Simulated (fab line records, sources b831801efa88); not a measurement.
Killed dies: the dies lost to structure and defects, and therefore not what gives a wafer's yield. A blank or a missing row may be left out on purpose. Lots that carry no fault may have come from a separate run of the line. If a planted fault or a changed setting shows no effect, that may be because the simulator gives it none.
A struck lot beside a sound one -- flow sky130 -- 26 out of 708 route steps
Sound: wafers L497.1, L497.2, L497.6. Struck: wafer L490.6; the same lot's L490.1 was not struck, so it is left out; see the end for the cause.
Per side, at each step with rows, come the tool, then ch with its chambers, and then its first start. Under that, the readings that differ: sound wafers -- struck wafers -- difference of the means -- sigmas: that difference in standard deviations of wafers without a fault.
alike: same words and numbers on both sides, and readings whose means sit less than 2 such deviations apart. not compared: any withheld reading, any reading some wafer has no value for, any bound like >300 that may hide the same value, and any number with overlapping values for which the record gives no deviation.
Wherever a step has rows on one side only, a row that says differs or no value, or a row with sigmas, the two part there. Numbers that have no deviation but don't overlap get no sigmas and don't part them. A reading that every wafer of one side lacks parts them only if that side has two wafers or more.

first, 10 steps without rows for these wafers: SKY_LOCAL_INTERCONNECT_SOFTBAKE_07 (time 90 s); SKY_LOCAL_INTERCONNECT_EXPOSE_08 (exposes mask LI1M, target cd 170 nm); SKY_LOCAL_INTERCONNECT_PEB_09; SKY_LOCAL_INTERCONNECT_DEVELOP_10 (develop time 60 s); SKY_LOCAL_INTERCONNECT_ETCH_13 (etches BARC in N2/H2, stops on SiO2, time 45.9 s, target depth 60 nm); SKY_LOCAL_INTERCONNECT_METAL_ETCH_14 (etches TiN in Cl2/BCl3, stops on PSG, target depth 110 nm, time 31.4 s); SKY_LOCAL_INTERCONNECT_STRIP_15 (strips in O2/N2); SKY_LOCAL_INTERCONNECT_STRIP_16 (strips in post etch residue remover, time 1200 s); SKY_LOCAL_INTERCONNECT_CLEAN_17 (cleans in IPA, time 180 s); SKY_LOCAL_INTERCONNECT_CLEAN_18 (cleans in O3/DIW).
SKY_CONTACT_CVD_00: deposits Si3N4, target thk 75 nm.
  sound on pecvd-01 ch 1,2, day 37 05:26; struck on pecvd-04 ch 1, day 35 09:09
reading,sound,struck,difference,sigmas
model.Si3N4_of_CONTACT_CVD_00.thk nm (nm),74.2 74.84 75.03,104.7,+30.0,
  alike: heater power w, rf fwd power W
SKY_CONTACT_THK_MEAS_01:
  sound on film metro-03, day 37 05:28; struck on film metro-02, day 35 09:25
reading,sound,struck,difference,sigmas
CONTACT_CVD_00_THK (nm),74.2 74.8 75.0,104.6,+29.9,+31
  not compared: hold
then, 11 steps without rows for these wafers: SKY_CONTACT_CMP_04 (polishes SiO2); SKY_CONTACT_DEHYDRATE_06 (time 60 s); SKY_CONTACT_HMDS_07 (prime time 60 s); SKY_CONTACT_COAT_08 (resist thk 60 nm); SKY_CONTACT_COAT_09 (resist thk 450 nm); SKY_CONTACT_SOFTBAKE_10 (time 90 s); SKY_CONTACT_EXPOSE_11 (exposes mask CTM1, target cd 170 nm); SKY_CONTACT_PEB_12; SKY_CONTACT_DEVELOP_13 (develop time 60 s); SKY_CONTACT_ETCH_16 (etches BARC in N2/H2, stops on SiO2, time 45.9 s, target depth 60 nm); SKY_CONTACT_ETCH_17 (etches SiO2 in C4F8/O2/Ar, stops on Si3N4, target depth 340 nm).
SKY_CONTACT_ETCH_18: etches Si3N4 in CHF3/O2, stops on TiN, time 39 s, target depth 75 nm.
  sound: rie diel-01 ch 1,2,3; struck: rie diel-04 ch 0
reading,sound,struck,difference,sigmas
oes product au (a.u.),0.849 0.857 0.857,0.970,+0.116,+15
model.etch.depth nm (nm),74.2 74.84 75.03,93.58,+18.89,
  alike: O2_flow_sccm, drypump motor current A, rf fwd power W, throttle valve pct
  not compared: rf hours counter h
then, 1 step without rows for these wafers: SKY_CONTACT_STRIP_19 (strips in O2/N2).
-- the record jumps here: 14 days lie between the struck wafers' starts before and after (it left off in module CONTACT and takes up again in module PAD_OPEN, whose first step shown is number 708 of the route) --
SKY_PAD_OPEN_PROBE_99:
  sound on prober-01, day 50 13:04; struck on prober-02, day 49 09:25
reading,sound,struck,difference,sigmas
hold,- - -,await dispo/1.0h/release,no value on the sound wafers,
killed at contacts,23 26 32,432,+405,+84
killed dies,91 93 87,492,+402,+42
killed on rim,17 14 12,96,+82,+20
  alike: killed_at_M0_to_M3, killed_at_M4_up, killed at front end, killed open, killed short

## WHERE THEY PART
First at SKY_CONTACT_THK_MEAS_01; last, within this record, at SKY_PAD_OPEN_PROBE_99.

WHY: the cause the simulator had injected
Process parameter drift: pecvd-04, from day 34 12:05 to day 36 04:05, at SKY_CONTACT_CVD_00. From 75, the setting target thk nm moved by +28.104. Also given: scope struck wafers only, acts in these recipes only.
